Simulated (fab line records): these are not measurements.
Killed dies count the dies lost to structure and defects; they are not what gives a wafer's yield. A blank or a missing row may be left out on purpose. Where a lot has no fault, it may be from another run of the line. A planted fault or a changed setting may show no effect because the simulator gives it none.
Which of the tools did it? ; flow sky130 ; 12 lots with 36 wafers sampled at 4 steps, on a route of 708 steps

WHAT THE GAUGES READ, wafer by wafer
SKY_METAL3_OVL_MEAS_14.
lot;measured;on;METAL3_OVL (nm)
L980;day 38 01:51;overlay-02;-2 -6 -3
L984;day 39 14:28;overlay-01;-10 -2 -6
L985;day 40 04:24;overlay-02;-6 4 13
L986;day 40 18:57;overlay-01;-12 4 -10
L987;day 40 22:08;overlay-01;-1 -8 -3
L990;day 42 02:35;overlay-01;7 -1 -4
L991;day 42 03:45;overlay-02;4 -1 8
L994;day 42 16:27;overlay-01;-9 1 1
L998;day 44 00:40;overlay-02;1 1 12
L100;day 44 06:01;overlay-01;-9 2 -3
L101;day 44 12:42;overlay-01;-9 4 -3
L102;day 44 18:56;overlay-02;-1 -10 1

SKY_VIA3_THK_MEAS_23: measures by xrf.
lot;measured;on;VIA3_W_THK (nm)
L980;day 39 05:50;film-metro-04;379 382 382
L984;day 40 17:21;film-metro-03;387 389 384
L985;day 41 07:29;film-metro-01;373 378 376
L986;day 41 21:49;film-metro-04;381 377 379
L987;day 42 00:32;film-metro-04;376 380 379
L990;day 43 03:59;film-metro-01;371 364 372
L991;day 43 05:56;film-metro-01;370 372 377
L994;day 43 18:24;film-metro-04;383 382 374
L998;day 45 01:14;film-metro-04;381 381 383
L100;day 45 06:47;film-metro-03;396 390 395
L101;day 45 13:04;film-metro-03;372 371 372
L102;day 45 18:41;film-metro-03;385 388 390

WHICH TOOL RAN EACH LOT (tool, then ch and the chambers of the sampled wafers, then the start)
lot;SKY_METAL3_ETCH_17;SKY_VIA3_ETCH_14
L980;rie-diel-03 ch 0,2, day 38 02:01;rie-diel-01 ch 2,3, day 39 04:50
L984;rie-diel-03 ch 1,2,3, day 39 14:37;rie-diel-02 ch 1,2, day 40 16:17
L985;rie-diel-04 ch 1,3, day 40 04:42;rie-diel-04 ch 0,1, day 41 06:29
L986;rie-diel-04 ch 0,2,3, day 40 19:14;rie-diel-04 ch 0,2,3, day 41 20:47
L987;rie-diel-04 ch 0,1,2, day 40 22:19;rie-diel-01 ch 0,2, day 41 23:32
L990;rie-diel-03 ch 0,2,3, day 42 02:46;rie-diel-01 ch 0,3, day 43 02:59
L991;rie-diel-01 ch 0,2,3, day 42 03:55;rie-diel-01 ch 0,2,3, day 43 04:56
L994;rie-diel-01 ch 0,1,2, day 42 16:37;rie-diel-02 ch 0,1,3, day 43 17:23
L998;rie-diel-01 ch 0,1, day 44 00:49;rie-diel-01 ch 0,1,3, day 45 00:02
L100;rie-diel-04 ch 0,2,3, day 44 06:10;rie-diel-01 ch 1,2,3, day 45 05:47
L101;rie-diel-01 ch 1,2,3, day 44 12:52;rie-diel-01 ch 1,2,3, day 45 11:35
L102;rie-diel-01 ch 1,2, day 44 19:09;rie-diel-04 ch 0,1,3, day 45 17:41
- SKY_METAL3_ETCH_17: etches SiO2 in C4F8/O2/Ar, stops on TiN, time 3.9 s, target depth 15 nm.
- SKY_VIA3_ETCH_14: etches BARC in N2/H2, stops on SiO2, time 45.9 s, target depth 60 nm.

WHAT THE TOOLS THEMSELVES READ (means of the sampled wafers that have a number; where no wafer has one, the mark that the record gives instead)
SKY_METAL3_ETCH_17.
lot;tool;chamber-pressure-mTorr (mTorr);oes-product-au (a.u.);rf-fwd-power-W (W)
L980;rie-diel-03;39.96;0.743;1466
L984;rie-diel-03;39.97;0.753;1466
L985;rie-diel-04;39.99;0.761;1463
L986;rie-diel-04;40.02;0.750;1469
L987;rie-diel-04;40.03;0.747;1463
L990;rie-diel-03;40.02;0.757;1467
L991;rie-diel-01;39.98;0.744;1463
L994;rie-diel-01;40.00;0.763;1467
L998;rie-diel-01;39.96;0.760;1470
L100;rie-diel-04;39.99;0.751;1466
L101;rie-diel-01;40.02;0.754;1467
L102;rie-diel-01;40.03;0.747;1461

SKY_VIA3_ETCH_14.
lot;tool;chamber-pressure-mTorr (mTorr);drypump-motor-current-A (A);oes-product-au (a.u.);rf-fwd-power-W (W);throttle-valve-pct (%)
L980;rie-diel-01;29.983;5.6;0.851;496.3;13.224
L984;rie-diel-02;29.982;6.1;0.849;492.6;13.235
L985;rie-diel-04;29.993;5.8;0.852;494.4;13.214
L986;rie-diel-04;29.979;5.1;0.854;494.3;13.233
L987;rie-diel-01;30.023;5.5;0.859;494.6;13.227
L990;rie-diel-01;30.006;5.2;0.858;493.3;13.226
L991;rie-diel-01;30.012;5.4;0.856;495.3;13.230
L994;rie-diel-02;30.004;5.7;0.858;493.2;13.223
L998;rie-diel-01;30.005;5.3;0.853;494.4;13.220
L100;rie-diel-01;23.991;5.6;0.851;495.2;13.225
L101;rie-diel-01;24.013;5.6;0.858;494.1;13.226
L102;rie-diel-04;30.014;5.5;0.853;492.4;13.223

THE ANSWER, worked out from the rows above alone
Rule: the lots themselves supply what counts as usual. The widest of any qualifying gaps counts: lots, ordered by their means at a reading, are off when they make up no more than a third of the lots, leave a main group of 4 or more, and stand apart from it by 3 or more times the standard deviation of that group's means. Not used: any main group whose means are identical at the precision the tables above print for the reading. A lot without any number at a reading at which 4 lots or more have one is off too. Where the step has rows for the other lots, those lots are counted as sound. First the gauges in route order, then the tools' own readings, where a lot's mean is used as printed above. The first step at which some lot is off is used, and at that step the reading that is off furthest; a lot without a number counts as furthest.
Off, at SKY_VIA3_ETCH_14 on chamber-pressure-mTorr: L100, L101. The main group: mean 30.000 mTorr, standard deviation 0.014.
A tool fits if, at that step or a process step before it, it ran every lot that is off, and no sound lot after the first of them. One fits: rie-diel-01 at SKY_VIA3_ETCH_14. A fault onset in the window from L998 (day 45 00:02, its last sound lot) to L100 (day 45 05:47, its first lot off) fits.
The tool's own readings at SKY_VIA3_ETCH_14 bear it out: on the lots that are off they differ by more than 5 times the standard deviation of the sound lots' means. chamber-pressure-mTorr reads 24.002 mTorr there against 30.000 mTorr on the sound lots.

WHAT WAS PUT IN BY THE SIMULATOR
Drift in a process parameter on rie-diel-01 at SKY_VIA3_ETCH_14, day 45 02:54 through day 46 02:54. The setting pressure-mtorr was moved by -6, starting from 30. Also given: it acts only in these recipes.
Shown lots that were struck: L100, L101. The rule above found the same.
